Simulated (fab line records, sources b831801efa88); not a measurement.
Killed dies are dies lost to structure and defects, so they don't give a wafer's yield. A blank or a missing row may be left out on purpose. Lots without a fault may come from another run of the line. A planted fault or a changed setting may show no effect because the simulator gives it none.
fab line records | flow sky130 | part 1 of 2: steps 1 to 28 of 39
record lots=5 wafers=15 last_day=49
route steps=708 shown METAL5@667 PASSIVATION@681 PAD_OPEN@694
lots that met no fault: from a run of the same line without faults
start_h: hours from the record's first day to the start of the lot's first wafer shown | wait_h: hours since the lot's step before | " the same as in the row above | L1.1+2: a row that stands for several wafers | - no value, or no start given | * or withheld: withheld | < > ~ a bound
route shown NAME@n: a module of which the file shows steps, and the number in the route of the first | usual: mean/standard deviation of fault-free wafers | same: alike in all rows | chamber/n: place in a boat | sites: the reading at each site | _std_site: their standard deviation | _edge_site: outer sites' mean less inner sites' | radius_mm: how far each site lies from the wafer's centre | mask NAME#n: copy n | behind: the tool/chamber that last shaped the wafer | hold: why the lot was held/for how many hours/how that ended | device: the transistor (n, p or np) that didn't switch | end of line: the same wafers' tests at the end of the route | a step without rows: its recipe alone | killed: dies lost to structure and defects at the first sort, not the wafer's yield | map: a wafer's dies, x killed, . not, _ none there
set.NAME: the setting as run; set.NAME@STEP: as run at that earlier step | model.NAME: the simulator's own value behind a step, which no gauge read
lots at some steps of the route; a table a step, a row a wafer
services: from which hour (start_h, from the record's first day; less than 0 if before it) a tool's chamber was out of use, for how many hours, and why
## steps
# step SKY_METAL5_THK_MEAS_06
# recipe thk_meas_gauge=xrf reads=AlCu_of_METAL5_SPUTTER_02
# usual METAL5_ALCU_THK=1142/15
# columns lot.wafer tool chamber start_h wait_h METAL5_ALCU_THK[nm]
L076.2 film_metro-03 - 1014.98 0.1 1148
L076.3 " - " " 1154
L076.4 " - " " 1155
L075.2 film_metro-01 - 1017.76 0.1 1135
L075.3 " - " " 1138
L075.6 " - " " 1142
L080.2 film_metro-03 - 1049.29 0.1 1134
L080.4 " - " " 1130
L080.6 " - " " 1140
L083.4 film_metro-03 - 1068.35 0.1 1121
L083.5 " - " " 1115
L083.6 " - " " 1114
L090.3 film_metro-02 - 1110.05 0.1 1149
L090.4 " - " " 1147
L090.6 " - " " 1148
# step SKY_METAL5_DEHYDRATE_07
# recipe temp_c=200 time_s=60
# usual heater_power_total_W=160.36/0.13
# columns lot.wafer tool chamber start_h wait_h heater_power_total_W
L076.2 litho_track-03 0 1025.66 10.7 160.38
L076.3 " 0 " " 160.38
L076.4 " 0 " " 160.40
L075.2 litho_track-03 0 1028.51 10.7 160.49
L075.3 " 0 " " 160.18
L075.6 " 0 " " 160.24
L080.2 litho_track-04 0 1059.42 10.1 160.43
L080.4 " 0 " " 160.31
L080.6 " 0 " " 160.30
L083.4 litho_track-04 0 1078.22 9.9 160.53
L083.5 " 0 " " 160.48
L083.6 " 0 " " 160.55
L090.3 litho_track-01 0 1118.97 8.9 160.39
L090.4 " 0 " " 160.59
L090.6 " 0 " " 160.17
# step SKY_METAL5_HMDS_08
# recipe prime_time_s=60 prime_temp_c=120
# columns lot.wafer tool chamber start_h wait_h
L076.2+3+4 litho_track-03 0 1025.81 0.1
L075.2+3+6 litho_track-03 0 1028.66 0.1
L080.2+4+6 litho_track-04 0 1059.57 0.1
L083.4+5+6 litho_track-04 0 1078.37 0.1
L090.3+4+6 litho_track-01 0 1119.12 0.1
# step SKY_METAL5_COAT_09
# recipe resist=NOVOLAK spin_rpm=3000 resist_thk_nm=1800
# columns lot.wafer tool chamber start_h wait_h
L076.2+3+4 litho_track-03 0 1025.96 0.1
L075.2+3+6 litho_track-03 0 1028.81 0.1
L080.2+4+6 litho_track-04 0 1059.72 0.1
L083.4+5+6 litho_track-04 0 1078.52 0.1
L090.3+4+6 litho_track-01 0 1119.27 0.1
# step SKY_METAL5_SOFTBAKE_10
# recipe temp_c=90 time_s=60 resist=NOVOLAK
# usual heater_power_total_W=56.60/0.044
# columns lot.wafer tool chamber start_h wait_h heater_power_total_W
L076.2 litho_track-03 0 1026.11 0.1 56.57
L076.3 " 0 " " 56.60
L076.4 " 0 " " 56.62
L075.2 litho_track-03 0 1028.96 0.1 56.68
L075.3 " 0 " " 56.57
L075.6 " 0 " " 56.60
L080.2 litho_track-04 0 1059.87 0.1 56.64
L080.4 " 0 " " 56.56
L080.6 " 0 " " 56.53
L083.4 litho_track-04 0 1078.67 0.1 56.61
L083.5 " 0 " " 56.56
L083.6 " 0 " " 56.58
L090.3 litho_track-01 0 1119.42 0.1 56.60
L090.4 " 0 " " 56.59
L090.6 " 0 " " 56.64
# step SKY_METAL5_EXPOSE_11
# recipe mask_id=MM5 na=0.6 source_shape=conventional sigma_outer=0.6 polarization=unpolarized target_cd_nm=1600 dose_mj=190
# usual reticle_temp_C=23.01/0.1
# columns lot.wafer tool chamber start_h wait_h mask reticle_temp_C
L076.2 iline_stepper-02 0 - - MM5#0 23.07
L076.3 " 0 " " MM5#0 22.85
L076.4 " 0 " " MM5#0 23.07
L075.2 iline_stepper-02 0 - - MM5#0 22.98
L075.3 " 0 " " MM5#0 22.97
L075.6 " 0 " " MM5#0 23.03
L080.2 iline_stepper-02 0 - - MM5#0 23.21
L080.4 " 0 " " MM5#0 23.14
L080.6 " 0 " " MM5#0 23.05
L083.4 iline_stepper-02 0 - - MM5#0 23.08
L083.5 " 0 " " MM5#0 23.03
L083.6 " 0 " " MM5#0 22.88
L090.3 iline_stepper-02 0 - - MM5#0 22.85
L090.4 " 0 " " MM5#0 23.13
L090.6 " 0 " " MM5#0 22.92
# step SKY_METAL5_PEB_12
# recipe temp_c=withheld time_s=* resist=NOVOLAK
# columns lot.wafer tool chamber start_h wait_h
L076.2+3+4 litho_track-01 0 - -
L075.2+3+6 litho_track-03 0 - -
L080.2+4+6 litho_track-04 0 - -
L083.4+5+6 litho_track-03 0 - -
L090.3+4+6 litho_track-03 0 - -
# step SKY_METAL5_DEVELOP_13
# recipe resist=NOVOLAK developer=TMAH develop_time_s=60 dev_temp_c=23
# columns lot.wafer tool chamber start_h wait_h
L076.2+3+4 litho_track-01 0 1037.45 0.1
L075.2+3+6 litho_track-03 0 1039.96 0.1
L080.2+4+6 litho_track-04 0 1070.27 0.1
L083.4+5+6 litho_track-03 0 1088.81 0.1
L090.3+4+6 litho_track-03 0 1128.98 0.1
# step SKY_METAL5_DESCUM_14
# recipe chemistry=O2 source_power_w=150 bias_power_w=0 pressure_mtorr=10 temp_c=40 time_s=11
# usual drypump_motor_current_A=5.8/0.41 oes_product_au=0.997/0.0074
# columns lot.wafer tool chamber start_h wait_h drypump_motor_current_A oes_product_au rf_hours_counter_h
L076.2 rie_metal-04 1 1037.57 0.1 5.3 1.004 21
L076.3 " 0 " " 6.2 1.003 -
L076.4 " 1 " " 5.3 1.005 -
L075.2 rie_metal-04 0 1040.08 0.1 6.2 0.997 17
L075.3 " 1 " " 5.3 1.001 -
L075.6 " 0 " " 6.2 0.995 -
L080.2 rie_metal-04 0 1070.41 0.1 6.2 0.996 -
L080.4 " 0 " " 6.1 1.001 -
L080.6 " 0 " " 6.1 0.998 -
L083.4 rie_metal-04 0 1088.89 0.1 6.1 0.998 -
L083.5 " 0 " " 6.2 1.004 -
L083.6 " 1 " " 5.3 0.993 -
L090.3 rie_metal-03 0 1129.09 0.1 5.7 0.994 -
L090.4 " 1 " " 5.4 0.995 -
L090.6 " 0 " " 5.7 0.996 -
# step SKY_METAL5_METAL_ETCH_15
# recipe target_depth_a=12600 stop_on=SiO2 over_etch_frac=0.2 time_s=252 chemistry=Cl2/BCl3 resist_sidewall_deg=86 pressure_mtorr=10 icp_w=900 bias_w=48.5 Cl2_flow_sccm=60 bcl3_flow_sccm=30
# usual drypump_motor_current_A=5.8/0.42 oes_product_au=0.894/0.0052 throttle_valve_pct=22.265/0.0091
# columns lot.wafer tool chamber start_h wait_h drypump_motor_current_A oes_product_au rf_hours_counter_h throttle_valve_pct
L076.2 rie_metal-04 1 1037.61 0.0 5.3 0.891 21 22.272
L076.3 " 0 " " 6.1 0.892 - 22.272
L076.4 " 1 " " 5.3 0.890 - 22.254
L075.2 rie_metal-04 0 1040.12 0.0 6.2 0.893 17 22.263
L075.3 " 1 " " 5.3 0.886 - 22.271
L075.6 " 0 " " 6.2 0.892 - 22.267
L080.2 rie_metal-04 0 1070.55 0.1 6.1 0.904 - 22.276
L080.4 " 0 " " 6.2 0.905 - 22.255
L080.6 " 0 " " 6.1 0.886 - 22.260
L083.4 rie_metal-04 0 1088.99 0.1 6.1 0.903 - 22.264
L083.5 " 0 " " 6.2 0.896 - 22.265
L083.6 " 1 " " 5.3 0.892 - 22.284
L090.3 rie_metal-03 0 1129.19 0.1 5.7 0.890 - 22.282
L090.4 " 1 " " 5.4 0.896 - 22.253
L090.6 " 0 " " 5.7 0.894 - 22.266
# step SKY_METAL5_STRIP_16
# recipe chemistry=O2/N2 power_w=1400 pressure_mtorr=1500 platen_temp_c=withheld o2_flow_sccm=3000 n2_flow_sccm=300 overash_fraction=0.5
# usual drypump_motor_current_A=5.8/0.57 oes_product_au=0.710/0.0041 strip_time_to_endpoint_s=13.10/0.1
# columns lot.wafer tool chamber start_h wait_h drypump_motor_current_A oes_product_au rf_hours_counter_h strip_time_to_endpoint_s
L076.2 plasma_asher-02 0 1037.84 0.2 5.6 0.706 30 12.94
L076.3 " 0 " " 5.6 0.714 - 13.01
L076.4 " 1 " " 5.4 0.704 - 12.90
L075.2 plasma_asher-01 0 1040.35 0.2 6.6 0.714 59 13.22
L075.3 " 1 " " 6.0 0.702 - 13.10
L075.6 " 1 " " 6.0 0.705 - 13.16
L080.2 plasma_asher-01 1 1070.94 0.3 6.0 0.713 63 13.09
L080.4 " 1 " " 6.0 0.718 - 13.13
L080.6 " 1 " " 6.0 0.715 - 13.04
L083.4 plasma_asher-02 0 1089.18 0.1 5.6 0.717 - 13.15
L083.5 " 0 " " 5.6 0.706 - 13.05
L083.6 " 1 " " 5.4 0.705 - 13.11
L090.3 plasma_asher-02 1 1129.38 0.1 5.4 0.712 - 12.93
L090.4 " 0 " " 5.6 0.709 - 12.88
L090.6 " 1 " " 5.4 0.718 - 13.01
# step SKY_METAL5_STRIP_17
# recipe chemistry=post_etch_residue_remover time_s=1200 temp_c=72.5
# columns lot.wafer tool chamber start_h wait_h
L076.2+3+4 wet_bench-02 3 1037.94 0.1
L075.2+3+6 wet_bench-01 1 1040.45 0.1
L080.2+4+6 wet_bench-04 2 1071.04 0.1
L083.4+5+6 wet_bench-04 3 1089.25 0.0
L090.3+4+6 wet_bench-02 1 1129.45 0.0
# step SKY_METAL5_CLEAN_18
# recipe chemistry=IPA time_s=180 temp_c=25
# columns lot.wafer tool chamber start_h wait_h
L076.2+3+4 wet_bench-04 3 1038.28 0.0
L075.2+3+6 wet_bench-04 3 1040.79 0.0
L080.2+4+6 wet_bench-01 1 1071.41 0.0
L083.4+5+6 wet_bench-01 0 1089.62 0.0
L090.3+4+6 wet_bench-02 3 1130.13 0.0
# step SKY_METAL5_CLEAN_19
# recipe chemistry=O3/DIW dry=n2_spin
# columns lot.wafer tool chamber start_h wait_h
L076.2+3+4 wet_bench-01 0 1038.35 0.0
L075.2+3+6 wet_bench-02 1 1040.86 0.0
L080.2+4+6 wet_bench-01 0 1071.47 0.0
L083.4+5+6 wet_bench-04 3 1089.68 0.0
L090.3+4+6 wet_bench-01 1 1130.25 0.0
# step SKY_PASSIVATION_CVD_00
# recipe material=SiO2 target_thk_nm=90 temp_c=400 time_s=withheld rf_w=600
# usual heater_power_w=643/98
# columns lot.wafer tool chamber start_h wait_h heater_power_w
L076.2 pecvd-01 1 1038.44 0.0 619
L076.3 " 2 " " 680
L076.4 " 0 " " 548
L075.2 pecvd-01 2 1040.95 0.0 734
L075.3 " 0 " " 618
L075.6 " 0 " " 602
L080.2 pecvd-01 0 1071.56 0.0 560
L080.4 " 0 " " 562
L080.6 " 2 " " 774
L083.4 pecvd-02 2 1089.79 0.0 459
L083.5 " 0 " " 739
L083.6 " 1 " " 670
L090.3 pecvd-03 2 1130.36 0.0 593
L090.4 " 0 " " 812
L090.6 " 2 " " 597
# step SKY_PASSIVATION_THK_MEAS_01
# recipe reads=SiO2_of_PASSIVATION_CVD_00
# usual PASSIVATION_CVD_00_THK=90.1/1
# columns lot.wafer tool chamber start_h wait_h PASSIVATION_CVD_00_THK[nm]
L076.2 film_metro-01 - 1038.47 - 89.5
L076.3 " - " " 89.3
L076.4 " - " " 91.3
L075.2 film_metro-03 - 1040.98 - 89.2
L075.3 " - " " 88.7
L075.6 " - " " 90.6
L080.2 film_metro-04 - 1071.59 - 88.8
L080.4 " - " " 90.5
L080.6 " - " " 91.2
L083.4 film_metro-01 - 1089.83 - 91.1
L083.5 " - " " 89.9
L083.6 " - " " 90.4
L090.3 film_metro-01 - 1130.40 - 90.6
L090.4 " - " " 90.8
L090.6 " - " " 92.0
# step SKY_PASSIVATION_CVD_02
# recipe material=Si3N4 target_thk_nm=540 temp_c=400 time_s=withheld rf_w=450
# usual heater_power_w=699/98
# columns lot.wafer tool chamber start_h wait_h heater_power_w
L076.2 pecvd-02 2 1038.52 0.0 580
L076.3 " 0 " " 780
L076.4 " 0 " " 805
L075.2 pecvd-02 1 1041.03 0.0 790
L075.3 " 0 " " 739
L075.6 " 1 " " 663
L080.2 pecvd-03 0 1071.64 0.0 825
L080.4 " 0 " " 858
L080.6 " 2 " " 679
L083.4 pecvd-01 0 1089.98 0.1 667
L083.5 " 2 " " 777
L083.6 " 1 " " 774
L090.3 pecvd-02 1 1130.44 0.0 797
L090.4 " 0 " " 823
L090.6 " 1 " " 834
# step SKY_PASSIVATION_THK_MEAS_03
# recipe reads=Si3N4_of_PASSIVATION_CVD_02
# usual PASSIVATION_CVD_02_THK=541/6.7
# columns lot.wafer tool chamber start_h wait_h PASSIVATION_CVD_02_THK[nm]
L076.2 film_metro-03 - 1038.76 - 530
L076.3 " - " " 528
L076.4 " - " " 540
L075.2 film_metro-01 - 1041.38 - 538
L075.3 " - " " 543
L075.6 " - " " 542
L080.2 film_metro-03 - 1071.88 - 544
L080.4 " - " " 545
L080.6 " - " " 541
L083.4 film_metro-04 - 1090.12 - 545
L083.5 " - " " 544
L083.6 " - " " 541
L090.3 film_metro-03 - 1130.69 - 545
L090.4 " - " " 538
L090.6 " - " " 546
# step SKY_PASSIVATION_DEHYDRATE_04
# recipe temp_c=200 time_s=60
# usual heater_power_total_W=160.38/0.13
# columns lot.wafer tool chamber start_h wait_h heater_power_total_W
L076.2 litho_track-03 0 1049.31 10.5 160.36
L076.3 " 0 " " 160.42
L076.4 " 0 " " 160.33
L075.2 litho_track-03 0 1051.71 10.3 160.31
L075.3 " 0 " " 160.45
L075.6 " 0 " " 160.25
L080.2 litho_track-01 0 1082.10 10.2 160.45
L080.4 " 0 " " 160.19
L080.6 " 0 " " 160.53
L083.4 litho_track-01 0 1099.90 9.8 160.28
L083.5 " 0 " " 160.26
L083.6 " 0 " " 160.58
L090.3 litho_track-03 0 1139.38 8.7 160.39
L090.4 " 0 " " 160.55
L090.6 " 0 " " 160.56
# step SKY_PASSIVATION_HMDS_05
# recipe prime_time_s=60 prime_temp_c=120
# columns lot.wafer tool chamber start_h wait_h
L076.2+3+4 litho_track-03 0 1049.46 0.1
L075.2+3+6 litho_track-03 0 1051.86 0.1
L080.2+4+6 litho_track-01 0 1082.25 0.1
L083.4+5+6 litho_track-01 0 1100.05 0.1
L090.3+4+6 litho_track-03 0 1139.53 0.1
# step SKY_PASSIVATION_COAT_06
# recipe spin_rpm=2000 resist_thk_nm=3000
# columns lot.wafer tool chamber start_h wait_h
L076.2+3+4 litho_track-03 0 1049.61 0.1
L075.2+3+6 litho_track-03 0 1052.01 0.1
L080.2+4+6 litho_track-01 0 1082.40 0.1
L083.4+5+6 litho_track-01 0 1100.20 0.1
L090.3+4+6 litho_track-03 0 1139.68 0.1
# step SKY_PASSIVATION_SOFTBAKE_07
# recipe temp_c=110 time_s=withheld
# usual heater_power_total_W=65.32/0.14
# columns lot.wafer tool chamber start_h wait_h heater_power_total_W
L076.2 litho_track-03 0 1049.76 0.1 65.17
L076.3 " 0 " " 65.36
L076.4 " 0 " " 65.40
L075.2 litho_track-03 0 1052.16 0.1 65.21
L075.3 " 0 " " 65.21
L075.6 " 0 " " 65.58
L080.2 litho_track-01 0 1082.56 0.1 65.43
L080.4 " 0 " " 65.47
L080.6 " 0 " " 65.20
L083.4 litho_track-01 0 1100.37 0.1 65.50
L083.5 " 0 " " 65.43
L083.6 " 0 " " 65.31
L090.3 litho_track-03 0 1139.85 0.1 65.40
L090.4 " 0 " " 65.48
L090.6 " 0 " " 65.10
# step SKY_PASSIVATION_EXPOSE_08
# recipe mask_id=NSM target_cd_nm=3000 na=0.57 dose_mj=260
# usual reticle_temp_C=23.02/0.096
# columns lot.wafer tool chamber start_h wait_h mask reticle_temp_C
L076.2 iline_stepper-01 0 - - NSM#0 23.15
L076.3 " 0 " " NSM#0 23.01
L076.4 " 0 " " NSM#0 23.22
L075.2 iline_stepper-02 0 - - NSM#0 23.26
L075.3 " 0 " " NSM#0 23.01
L075.6 " 0 " " NSM#0 23.14
L080.2 iline_stepper-01 0 - - NSM#0 23.06
L080.4 " 0 " " NSM#0 23.01
L080.6 " 0 " " NSM#0 23.17
L083.4 iline_stepper-02 0 - - NSM#0 22.99
L083.5 " 0 " " NSM#0 22.99
L083.6 " 0 " " NSM#0 23.04
L090.3 iline_stepper-01 0 - - NSM#0 22.94
L090.4 " 0 " " NSM#0 22.78
L090.6 " 0 " " NSM#0 23.06
# step SKY_PASSIVATION_PEB_09
# recipe temp_c=115 time_s=withheld
# usual heater_power_total_W=69.33/0.12
# columns lot.wafer tool chamber start_h wait_h heater_power_total_W
L076.2 litho_track-02 0 - - 69.47
L076.3 " 0 " " 69.26
L076.4 " 0 " " 69.39
L075.2 litho_track-03 0 - - 69.27
L075.3 " 0 " " 69.24
L075.6 " 0 " " 69.45
L080.2 litho_track-01 0 - - 69.37
L080.4 " 0 " " 69.41
L080.6 " 0 " " 69.41
L083.4 litho_track-02 0 - - 69.44
L083.5 " 0 " " 69.22
L083.6 " 0 " " 69.33
L090.3 litho_track-01 0 - - 69.43
L090.4 " 0 " " 69.17
L090.6 " 0 " " 69.21
# step SKY_PASSIVATION_DEVELOP_10
# recipe develop_time_s=60 dev_temp_c=23
# columns lot.wafer tool chamber start_h wait_h
L076.2+3+4 litho_track-02 0 - -
L075.2+3+6 litho_track-03 0 - -
L080.2+4+6 litho_track-01 0 - -
L083.4+5+6 litho_track-02 0 - -
L090.3+4+6 litho_track-01 0 - -
# step SKY_PASSIVATION_ETCH_11
# recipe chemistry=CF4/O2 target_depth_nm=725 stop_on=AlCu source_w=800 bias_w=150 pressure_mtorr=150 cf4_flow_sccm=80 O2_flow_sccm=10 time_s=161.1
# usual O2_flow_sccm=10.00/0.033 drypump_motor_current_A=5.8/0.46 oes_product_au=0.979/0.0064 throttle_valve_pct=5.964/0.0093
# columns lot.wafer tool chamber start_h wait_h O2_flow_sccm drypump_motor_current_A oes_product_au rf_hours_counter_h throttle_valve_pct
L076.2 rie_diel-03 0 1060.17 - 9.98 4.8 0.983 1 5.944
L076.3 " 1 " " 10.01 5.7 0.967 21 5.954
L076.4 " 2 " " 10.04 6.0 0.987 11 5.964
L075.2 rie_diel-02 0 1063.03 - 10.00 6.0 0.980 10 5.962
L075.3 " 1 " " 10.00 5.2 0.978 13 5.963
L075.6 " 0 " " 9.99 6.0 0.987 - 5.980
L080.2 rie_diel-01 1 1092.37 - 9.96 5.4 0.980 18 5.970
L080.4 " 0 " " 10.01 6.2 0.984 7 5.972
L080.6 " 3 " " 9.98 6.4 0.975 - 5.964
L083.4 rie_diel-01 2 1110.12 - 9.97 6.2 0.989 14 5.964
L083.5 " 0 " " 9.99 6.2 0.979 - 5.968
L083.6 " 1 " " 9.99 5.3 0.978 - 5.965
L090.3 rie_diel-03 2 1148.97 - 9.97 5.9 0.977 15 5.964
L090.4 " 0 " " 9.99 4.8 0.967 5 5.962
L090.6 " 1 " " 9.96 5.7 0.991 - 5.970
# step SKY_PASSIVATION_STRIP_12
# recipe chemistry=O2/N2 power_w=1400 pressure_mtorr=1500 platen_temp_c=withheld overash_fraction=0.7 o2_flow_sccm=3000 n2_flow_sccm=300
# usual drypump_motor_current_A=6.0/0.48 oes_product_au=0.662/0.0046 strip_time_to_endpoint_s=31.56/0.14
# columns lot.wafer tool chamber start_h wait_h drypump_motor_current_A oes_product_au rf_hours_counter_h strip_time_to_endpoint_s
L076.2 plasma_asher-01 1 1060.27 0.1 6.0 0.659 62 31.71
L076.3 " 0 " " 6.6 0.656 - 31.58
L076.4 " 1 " " 6.0 0.646 - 31.74
L075.2 plasma_asher-02 0 1063.14 0.1 5.6 0.665 33 31.68
L075.3 " 1 " " 5.4 0.660 - 31.66
L075.6 " 1 " " 5.3 0.657 - 31.79
L080.2 plasma_asher-01 0 1092.48 0.1 6.6 0.655 65 31.69
L080.4 " 0 " " 6.6 0.663 - 31.59
L080.6 " 0 " " 6.6 0.663 - 31.67
L083.4 plasma_asher-02 1 1110.26 0.1 5.4 0.662 - 31.74
L083.5 " 0 " " 5.6 0.668 - 31.70
L083.6 " 1 " " 5.4 0.663 - 31.52
L090.3 plasma_asher-02 0 1149.11 0.1 5.6 0.663 - 31.50
L090.4 " 1 " " 5.4 0.656 - 31.61
L090.6 " 0 " " 5.6 0.660 - 31.48
# step SKY_PAD_OPEN_DEHYDRATE_00
# recipe temp_c=200 time_s=60
# usual heater_power_total_W=160.37/0.13
# columns lot.wafer tool chamber start_h wait_h heater_power_total_W
L076.2 litho_track-04 0 1070.42 10.1 160.22
L076.3 " 0 " " 160.42
L076.4 " 0 " " 160.33
L075.2 litho_track-02 0 1072.94 9.8 160.17
L075.3 " 0 " " 160.41
L075.6 " 0 " " 160.50
L080.2 litho_track-01 0 1101.75 9.2 160.55
L080.4 " 0 " " 160.51
L080.6 " 0 " " 160.41
L083.4 litho_track-04 0 1119.47 9.2 160.61
L083.5 " 0 " " 160.36
L083.6 " 0 " " 160.36
L090.3 litho_track-04 0 1157.20 8.1 160.28
L090.4 " 0 " " 160.29
L090.6 " 0 " " 160.32
